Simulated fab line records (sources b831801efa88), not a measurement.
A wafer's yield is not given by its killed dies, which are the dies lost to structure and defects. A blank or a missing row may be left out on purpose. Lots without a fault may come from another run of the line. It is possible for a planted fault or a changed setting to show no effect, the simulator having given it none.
What tool caused it? :: flow gf180mcu :: 14 lots, 40 wafers sampled, at 2 steps of a route of 602

## WHAT EACH GAUGE READ, for each wafer
GF_SAB_THK_MEAS_01.
lot: L304
measured: day 14 04:17
on: film metro-01
SAB_CVD_00_THK (nm): 49.8 49.4 50.8

lot: L305
measured: day 14 10:44
on: film metro-01
SAB_CVD_00_THK (nm): 49.8 49.6 49.7

lot: L306
measured: day 14 21:17
on: film metro-02
SAB_CVD_00_THK (nm): 50.5 50.7 51.3

lot: L307
measured: day 15 04:41
on: film metro-01
SAB_CVD_00_THK (nm): 49.7 50.8 49.9

lot: L308
measured: day 15 17:21
on: film metro-03
SAB_CVD_00_THK (nm): 49.6 49.5 49.2

lot: L310
measured: day 15 21:55
on: film metro-03
SAB_CVD_00_THK (nm): 50.1 50.4 50.2

lot: L311
measured: day 16 06:23
on: film metro-03
SAB_CVD_00_THK (nm): 50.3 49.3 50.5

lot: L313
measured: day 17 02:56
on: film metro-03
SAB_CVD_00_THK (nm): 48.8 49.7 49.7

lot: L320
measured: day 20 09:34
on: film metro-03
SAB_CVD_00_THK (nm): 50.6 51.1

lot: L321
measured: day 21 06:03
on: film metro-03
SAB_CVD_00_THK (nm): 49.8 50.5

lot: L324
measured: day 22 06:45
on: film metro-03
SAB_CVD_00_THK (nm): 50.2 49.7 50.7

lot: L326
measured: day 22 15:11
on: film metro-01
SAB_CVD_00_THK (nm): 50.4 50.5 50.4

lot: L327
measured: day 22 16:21
on: film metro-01
SAB_CVD_00_THK (nm): 50.7 50.6 51.3

lot: L325
measured: day 22 17:35
on: film metro-01
SAB_CVD_00_THK (nm): 51.0 51.0 50.8

## EACH LOT AND THE TOOL THAT RAN IT (in order: tool; ch and the chambers of the sampled wafers; start)
lot: L304
GF_HV_LDD_RTA_52: rtp anneal-01 ch 0, day 12 06:43

lot: L305
GF_HV_LDD_RTA_52: rtp anneal-01 ch 0, day 12 13:27

lot: L306
GF_HV_LDD_RTA_52: rtp anneal-02 ch 0, day 13 00:21

lot: L307
GF_HV_LDD_RTA_52: rtp anneal-01 ch 0, day 13 08:28

lot: L308
GF_HV_LDD_RTA_52: rtp anneal-01 ch 0, day 13 18:50

lot: L310
GF_HV_LDD_RTA_52: rtp anneal-01 ch 0, day 14 01:19

lot: L311
GF_HV_LDD_RTA_52: rtp anneal-02 ch 0, day 14 08:27

lot: L313
GF_HV_LDD_RTA_52: rtp anneal-02 ch 0, day 15 03:25

lot: L320
GF_HV_LDD_RTA_52: rtp anneal-01 ch 0, day 18 06:47

lot: L321
GF_HV_LDD_RTA_52: rtp anneal-01 ch 0, day 19 02:57

lot: L324
GF_HV_LDD_RTA_52: rtp anneal-02 ch 0, day 20 03:07

lot: L326
GF_HV_LDD_RTA_52: rtp anneal-01 ch 0, day 20 12:30

lot: L327
GF_HV_LDD_RTA_52: rtp anneal-02 ch 0, day 20 13:41

lot: L325
GF_HV_LDD_RTA_52: rtp anneal-01 ch 0, day 20 14:00
- GF_HV_LDD_RTA_52: time 10 s.

## AS READ BY THE TOOLS THEMSELVES (means over the sampled wafers that have a number; for cases with no such wafer, the mark the record gives instead)
GF_HV_LDD_RTA_52.
lot: L304
tool: rtp anneal-01
lamp power pct (%): 38.7
wafer_temp_C_max: 1006.0

lot: L305
tool: rtp anneal-01
lamp power pct (%): 38.8
wafer_temp_C_max: 1005.0

lot: L306
tool: rtp anneal-02
lamp power pct (%): 32.9
wafer_temp_C_max: 1005.7

lot: L307
tool: rtp anneal-01
lamp power pct (%): 38.8
wafer_temp_C_max: 1005.4

lot: L308
tool: rtp anneal-01
lamp power pct (%): 38.8
wafer_temp_C_max: 1006.2

lot: L310
tool: rtp anneal-01
lamp power pct (%): 38.7
wafer_temp_C_max: 1005.7

lot: L311
tool: rtp anneal-02
lamp power pct (%): 32.9
wafer_temp_C_max: 1006.0

lot: L313
tool: rtp anneal-02
lamp power pct (%): 32.9
wafer_temp_C_max: 1004.3

lot: L320
tool: rtp anneal-01
lamp power pct (%): 38.8
wafer_temp_C_max: 1005.5

lot: L321
tool: rtp anneal-01
lamp power pct (%): 38.7
wafer_temp_C_max: 1005.7

lot: L324
tool: rtp anneal-02
lamp power pct (%): 32.9
wafer_temp_C_max: 1004.7

lot: L326
tool: rtp anneal-01
lamp power pct (%): 38.8
wafer_temp_C_max: 1007.3

lot: L327
tool: rtp anneal-02
lamp power pct (%): 32.9
wafer_temp_C_max: 1006.5

lot: L325
tool: rtp anneal-01
lamp power pct (%): 38.7
wafer_temp_C_max: 1005.5

## THE ANSWER, worked out from the rows above alone
Rule: what is usual is taken from the lots themselves. Put in order of their means at a reading, lots are off if they are a third of the lots or fewer, leave a main group of 4 or more, and stand apart from it by a gap of 3 or more times the standard deviation of the main group's means; of several such gaps the widest counts. Not used: any main group whose means are identical at the precision the tables above print for the reading. Also off: a lot with no number at a reading for which 4 or more lots have one. Where the step has rows for the other lots, those lots are counted as sound. First the gauges in route order, then the tools' own readings, where a lot's mean is used as printed above. The first step at which some lot is off is used, and at that step the reading that is off furthest; a lot without a number counts as furthest.
No lot is off on any of the readings shown, so nothing can be concluded from this.

## WHAT THE SIMULATOR HAD INSERTED
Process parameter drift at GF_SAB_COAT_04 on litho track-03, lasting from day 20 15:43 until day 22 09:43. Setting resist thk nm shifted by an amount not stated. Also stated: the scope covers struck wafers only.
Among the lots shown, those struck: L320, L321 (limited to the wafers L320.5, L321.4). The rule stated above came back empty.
